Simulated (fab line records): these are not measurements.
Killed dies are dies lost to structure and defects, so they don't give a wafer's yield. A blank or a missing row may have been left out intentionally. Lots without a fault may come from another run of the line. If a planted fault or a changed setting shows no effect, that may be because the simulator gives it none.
Which tool did it? :: flow gf180mcu :: 36 wafers from 12 lots sampled at 3 of the route's 602 steps

== WHAT THE GAUGES SHOWED, per wafer ==
GF_V2_THK_MEAS_01. Usual: V2_CVD_00_THK 601 nm, standard deviation 6.
lot: L724
measured: day 19 11:56
on: film_metro-02
V2_CVD_00_THK (nm): 607 595 611
flag: 

lot: L726
measured: day 20 03:02
on: film_metro-04
V2_CVD_00_THK (nm): 594 606 613
flag: 

lot: L728
measured: day 20 15:38
on: film_metro-02
V2_CVD_00_THK (nm): 600 594 598
flag: 

lot: L732
measured: day 22 12:20
on: film_metro-02
V2_CVD_00_THK (nm): 606 621 600
flag: 

lot: L733
measured: day 23 00:55
on: film_metro-04
V2_CVD_00_THK (nm): 608 603 597
flag: 

lot: L734
measured: day 23 06:54
on: film_metro-04
V2_CVD_00_THK (nm): 598 601 604
flag: 

lot: L740
measured: day 25 12:07
on: film_metro-02
V2_CVD_00_THK (nm): 603 601 595
flag: 

lot: L742
measured: day 25 15:46
on: film_metro-02
V2_CVD_00_THK (nm): 601 612 613
flag: 

lot: L741
measured: day 25 19:49
on: film_metro-02
V2_CVD_00_THK (nm): 599 591 593
flag: 

lot: L743
measured: day 25 23:52
on: film_metro-02
V2_CVD_00_THK (nm): 585 593 595
flag: 

lot: L744
measured: day 26 05:58
on: film_metro-02
V2_CVD_00_THK (nm): 609 606 603
flag: 

lot: L747
measured: day 26 22:11
on: film_metro-04
V2_CVD_00_THK (nm): 600 603 600
flag: 

== WHAT TOOL EACH LOT RAN ON (gives the tool, then ch and the chambers of the sampled wafers, and finally the start) ==
lot: L724
GF_CONTACT_STRIP_18: plasma_asher-04 ch 0,1, day 16 08:35
GF_CONTACT_SPUTTER_22: pvd_sputter-02, day 16 08:54

lot: L726
GF_CONTACT_STRIP_18: plasma_asher-01 ch 0,1, day 16 21:56
GF_CONTACT_SPUTTER_22: pvd_sputter-02, day 16 22:13

lot: L728
GF_CONTACT_STRIP_18: plasma_asher-03 ch 0,1, day 17 10:23
GF_CONTACT_SPUTTER_22: pvd_sputter-03, day 17 10:40

lot: L732
GF_CONTACT_STRIP_18: plasma_asher-03 ch 0,1, day 19 07:29
GF_CONTACT_SPUTTER_22: pvd_sputter-02, day 19 07:55

lot: L733
GF_CONTACT_STRIP_18: plasma_asher-01 ch 0,1, day 19 20:42
GF_CONTACT_SPUTTER_22: pvd_sputter-04, day 19 21:00

lot: L734
GF_CONTACT_STRIP_18: plasma_asher-01 ch 0,1, day 20 02:35
GF_CONTACT_SPUTTER_22: pvd_sputter-02, day 20 02:53

lot: L740
GF_CONTACT_STRIP_18: plasma_asher-03 ch 0,1, day 22 10:17
GF_CONTACT_SPUTTER_22: pvd_sputter-02, day 22 10:35

lot: L742
GF_CONTACT_STRIP_18: plasma_asher-03 ch 0,1, day 22 16:11
GF_CONTACT_SPUTTER_22: pvd_sputter-03, day 22 16:29

lot: L741
GF_CONTACT_STRIP_18: plasma_asher-04 ch 0,1, day 22 20:02
GF_CONTACT_SPUTTER_22: pvd_sputter-04, day 22 20:20

lot: L743
GF_CONTACT_STRIP_18: plasma_asher-04 ch 0,1, day 23 00:56
GF_CONTACT_SPUTTER_22: pvd_sputter-02, day 23 01:14

lot: L744
GF_CONTACT_STRIP_18: plasma_asher-03 ch 0,1, day 23 07:53
GF_CONTACT_SPUTTER_22: pvd_sputter-02, day 23 08:11

lot: L747
GF_CONTACT_STRIP_18: plasma_asher-01 ch 0,1, day 24 00:46
GF_CONTACT_SPUTTER_22: pvd_sputter-02, day 24 01:02
- GF_CONTACT_STRIP_18: strips in O2/N2.
- GF_CONTACT_SPUTTER_22: material Ti, target thk 15 nm, time 80.02 s.

== WHAT THE TOOLS THEMSELVES READ (means of the sampled wafers that have a number; where no wafer has one, the mark that the record gives instead) ==
GF_CONTACT_STRIP_18. Usual: drypump_motor_current_A 5.8 A, standard deviation 0.35; heater_power_w 349 W, standard deviation 26; oes_product_au 0.580 a.u., standard deviation 0.0055; platen_temp_c 249.98 C, standard deviation 0.2.
lot: L724
tool: plasma_asher-04
drypump_motor_current_A (A): 5.7
heater_power_w (W): 344
oes_product_au (a.u.): 0.581
platen_temp_c (C): 250.04
flag: 

lot: L726
tool: plasma_asher-01
drypump_motor_current_A (A): 5.7
heater_power_w (W): 357
oes_product_au (a.u.): 0.580
platen_temp_c (C): 250.10
flag: 

lot: L728
tool: plasma_asher-03
drypump_motor_current_A (A): 6.0
heater_power_w (W): 353
oes_product_au (a.u.): 0.583
platen_temp_c (C): 249.96
flag: 

lot: L732
tool: plasma_asher-03
drypump_motor_current_A (A): 6.2
heater_power_w (W): 367
oes_product_au (a.u.): 0.578
platen_temp_c (C): 250.18
flag: 

lot: L733
tool: plasma_asher-01
drypump_motor_current_A (A): 5.7
heater_power_w (W): 360
oes_product_au (a.u.): 0.579
platen_temp_c (C): 250.00
flag: 

lot: L734
tool: plasma_asher-01
drypump_motor_current_A (A): 5.7
heater_power_w (W): 360
oes_product_au (a.u.): 0.583
platen_temp_c (C): 249.72
flag: 

lot: L740
tool: plasma_asher-03
drypump_motor_current_A (A): 6.2
heater_power_w (W): 369
oes_product_au (a.u.): 0.580
platen_temp_c (C): 249.78
flag: 

lot: L742
tool: plasma_asher-03
drypump_motor_current_A (A): 6.2
heater_power_w (W): 363
oes_product_au (a.u.): 0.585
platen_temp_c (C): 250.02
flag: 

lot: L741
tool: plasma_asher-04
drypump_motor_current_A (A): 5.7
heater_power_w (W): 342
oes_product_au (a.u.): 0.579
platen_temp_c (C): 249.89
flag: 

lot: L743
tool: plasma_asher-04
drypump_motor_current_A (A): 5.7
heater_power_w (W): 339
oes_product_au (a.u.): 0.577
platen_temp_c (C): 249.97
flag: 

lot: L744
tool: plasma_asher-03
drypump_motor_current_A (A): 6.0
heater_power_w (W): 360
oes_product_au (a.u.): 0.581
platen_temp_c (C): 249.94
flag: 

lot: L747
tool: plasma_asher-01
drypump_motor_current_A (A): 5.7
heater_power_w (W): 366
oes_product_au (a.u.): 0.580
platen_temp_c (C): 249.85
flag: 

GF_CONTACT_SPUTTER_22. Usual: 29.7 % for throttle_valve_pct, sd 1.5.
lot: L724
tool: pvd_sputter-02
throttle_valve_pct (%): 29.4
flag: 

lot: L726
tool: pvd_sputter-02
throttle_valve_pct (%): 30.7
flag: 

lot: L728
tool: pvd_sputter-03
throttle_valve_pct (%): 29.8
flag: 

lot: L732
tool: pvd_sputter-02
throttle_valve_pct (%): 30.6
flag: 

lot: L733
tool: pvd_sputter-04
throttle_valve_pct (%): 29.1
flag: 

lot: L734
tool: pvd_sputter-02
throttle_valve_pct (%): 28.1
flag: 

lot: L740
tool: pvd_sputter-02
throttle_valve_pct (%): 30.4
flag: 

lot: L742
tool: pvd_sputter-03
throttle_valve_pct (%): 30.1
flag: 

lot: L741
tool: pvd_sputter-04
throttle_valve_pct (%): 29.2
flag: 

lot: L743
tool: pvd_sputter-02
throttle_valve_pct (%): 29.1
flag: 

lot: L744
tool: pvd_sputter-02
throttle_valve_pct (%): 29.4
flag: 

lot: L747
tool: pvd_sputter-02
throttle_valve_pct (%): 30.1
flag: 

== THE ANSWER, worked out from the rows above alone ==
Rule: take the mean of a lot's wafers that have a number; if it is more than 3 standard deviations from the usual mean, the lot is off. A lot without any number at a reading at which 4 lots or more have one is off too. Where the step has rows for the other lots, those lots are counted as sound. Order of review: gauges by route order, followed by the tools' own readings, for which a lot's mean as printed above is used. The first step at which some lot is off is used, and at that step the reading that is off furthest; a lot without a number counts as furthest.
No lot is off at any reading shown: from this, nothing can be told.

== WHAT THE SIMULATOR PUT IN ==
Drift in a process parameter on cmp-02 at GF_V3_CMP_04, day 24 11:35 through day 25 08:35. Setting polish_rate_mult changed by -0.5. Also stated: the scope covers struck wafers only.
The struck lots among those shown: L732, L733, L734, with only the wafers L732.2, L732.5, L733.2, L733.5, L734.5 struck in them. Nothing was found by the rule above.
